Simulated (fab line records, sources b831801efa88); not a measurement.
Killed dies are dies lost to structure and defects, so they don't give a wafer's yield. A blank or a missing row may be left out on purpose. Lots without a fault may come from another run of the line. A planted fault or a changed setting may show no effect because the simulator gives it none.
Which tool did it? | flow gf180mcu | 6 lots, 18 wafers sampled, at 2 steps of a route of 602

WHAT THE GAUGES READ, wafer by wafer
GF_DNWELL_TW_MEAS_09.
lot  | measured    | on            | DNWELL_TW
L926 | day 3 22:45 | film_metro-01 | 30 30 31 30 30 30
L931 | day 5 04:28 | film_metro-03 | 1362 1360 1353
L933 | day 5 11:51 | film_metro-01 | 1336 1332 1340
L936 | day 6 03:06 | film_metro-04 | 1340 1341 1345
L938 | day 6 13:19 | film_metro-01 | 1335 1338 1340
L940 | day 7 00:50 | film_metro-03 | 1353 1356 1354

WHICH TOOL RAN EACH LOT (tool, then ch and the chambers of the sampled wafers, then the start)
lot  | GF_DNWELL_EXPOSE_04
L926 | iline_stepper-01 ch 0, day 3 16:23
L931 | iline_stepper-02 ch 0, day 4 20:59
L933 | iline_stepper-01 ch 0, day 5 04:56
L936 | iline_stepper-02 ch 0, day 5 19:25
L938 | iline_stepper-01 ch 0, day 6 05:11
L940 | iline_stepper-01 ch 0, day 6 17:46
- GF_DNWELL_EXPOSE_04: exposes mask DNWELL, target cd 1700 nm.

THE ANSWER, worked out from the rows above alone
Rule: what is usual is taken from the lots themselves. Put in order of their means at a reading, lots are off if they are a third of the lots or fewer, leave a main group of 4 or more, and stand apart from it by a gap of 3 or more times the standard deviation of the main group's means; of several such gaps the widest counts. A main group whose means are all the same, to the digits that the tables above print for the reading, isn't used. A lot without any number at a reading at which 4 lots or more have one is off too. The other lots that the step has rows for count as sound.
Off: L926, at GF_DNWELL_TW_MEAS_09 (DNWELL_TW). The main group: mean 1346, standard deviation 9.
A tool fits if, at a process step before that reading, it ran every lot that is off, and no sound lot after the first of them. The gauges at GF_DNWELL_TW_MEAS_09 are tried like those tools. None of those tried fits.

WHAT THE SIMULATOR HAD PUT IN
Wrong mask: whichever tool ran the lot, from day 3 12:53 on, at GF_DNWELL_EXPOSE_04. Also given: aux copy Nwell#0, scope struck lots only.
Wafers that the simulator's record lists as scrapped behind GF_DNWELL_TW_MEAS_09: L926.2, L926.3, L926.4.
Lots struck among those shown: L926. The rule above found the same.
